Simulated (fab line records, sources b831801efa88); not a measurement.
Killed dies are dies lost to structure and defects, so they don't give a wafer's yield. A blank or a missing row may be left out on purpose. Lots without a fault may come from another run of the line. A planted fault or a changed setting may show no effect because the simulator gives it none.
Problem report in the 8D (eight disciplines) form, filled by code | flow sky130 | the parts of the form that need people (team, actions taken, sign-off) are left out

1. THE PROBLEM
chamber_pressure_pa at SKY_METAL4_SPUTTER_03 reads a mean of 0.3025 Pa on 3 wafers of 1 lot; wafers without a fault read 0.3999 Pa with a standard deviation of 0.00085. That is -99 or more standard deviations from the usual mean.
The step: material Ti, target thk 5 nm, time 3.3 s.
First seen on wafer L281.2, day 42 07:50, on pvd_sputter-04. The record holds 15 wafers of 5 lots with a number at this step. Rule for "out", or "out of limits": more than 4 standard deviations from the usual mean. The other wafers with a number count as sound.

2. WHAT IT IS AND WHAT IT IS NOT
question                    | is                     | is not
which readings at this step | chamber_pressure_pa    | -
which lots                  | L281                   | L273, L276, L285, L292
which wafers of those lots  | all that have a number | -
read on which tools         | pvd_sputter-04         | pvd_sputter-01, pvd_sputter-02
when                        | from day 42 07:50      | up to then (6 sound wafers); but 6 sound wafers of L285, L292 came after

3. SUSPECTS, AND WHAT RULES EACH OUT
Counting: a tool at a process step up to the reading stays a suspect if it ran every lot that is out and no sound lot after the first of them.
- plasma_asher-02 at SKY_VIA3_STRIP_16 (strips in O2/N2): ruled out as a lasting fault. Sound lots L285 ran on it after its first lot that is out, L281 (day 42 06:26).
- pvd_sputter-03 at SKY_VIA3_SPUTTER_20 (material TiN, target thk 20 nm, time 80 s): ruled out as a lasting fault. Sound lots L292 ran on it after its first lot that is out, L281 (day 42 07:02).
- cvd_w-02 at SKY_VIA3_CVD_21 (deposits W, target thk 390 nm, time 117.31 s): ruled out as a lasting fault. Sound lots L285 ran on it after its first lot that is out, L281 (day 42 07:05).
- cmp-02 at SKY_VIA3_CMP_24 (polishes, stops on SiO2, t overpolish 20 s, target thk 0 nm): ruled out as a lasting fault. Sound lots L292 ran on it after its first lot that is out, L281 (day 42 07:30).
- pvd_sputter-04 at SKY_METAL4_SPUTTER_03 (material Ti, target thk 5 nm, time 3.3 s): kept. It ran the lot that is out, L281 (day 42 07:50), and no sound lot after that; its last sound lot up to then is L273 (day 40 06:11). Its own readings are out on those wafers: chamber_pressure_pa.
Left after counting: pvd_sputter-04 at SKY_METAL4_SPUTTER_03.

4. THE CAUSE (what the simulator had put in)
Process parameter drift: pvd_sputter-04, from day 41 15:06 on, at SKY_METAL4_SPUTTER_03. Setting chamber_pressure_pa, moved by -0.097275, from 0.4. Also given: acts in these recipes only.
Counting left only this tool.

5. THE CHAIN OF EFFECTS, in route order
Each row: a reading whose mean over the struck wafers that have a number lies more than 3 standard deviations from the usual. Only readings for which the record gives a usual standard deviation are gone through. hours: the time from each lot's start at the first step in this table that gives one to its start at this step, as a median over the lots. sigmas: the change in usual standard deviations.
hours | step                  | reading             | usual     | on struck wafers | change  | sigmas
0     | SKY_METAL4_SPUTTER_03 | chamber_pressure_pa | 0.3999 Pa | 0.3025           | -0.0974 | -99 or more
0     | SKY_METAL4_SPUTTER_03 | throttle_valve_pct  | 30.0 %    | 35.0             | +5.0    | +4.2
The process steps in it:
- SKY_METAL4_SPUTTER_03: material Ti, target thk 5 nm, time 3.3 s.

6. WHAT WOULD HAVE CAUGHT IT SOONER
In this record the first reading out of limits was taken at day 42 07:50, 17 hours after the fault began at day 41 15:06.
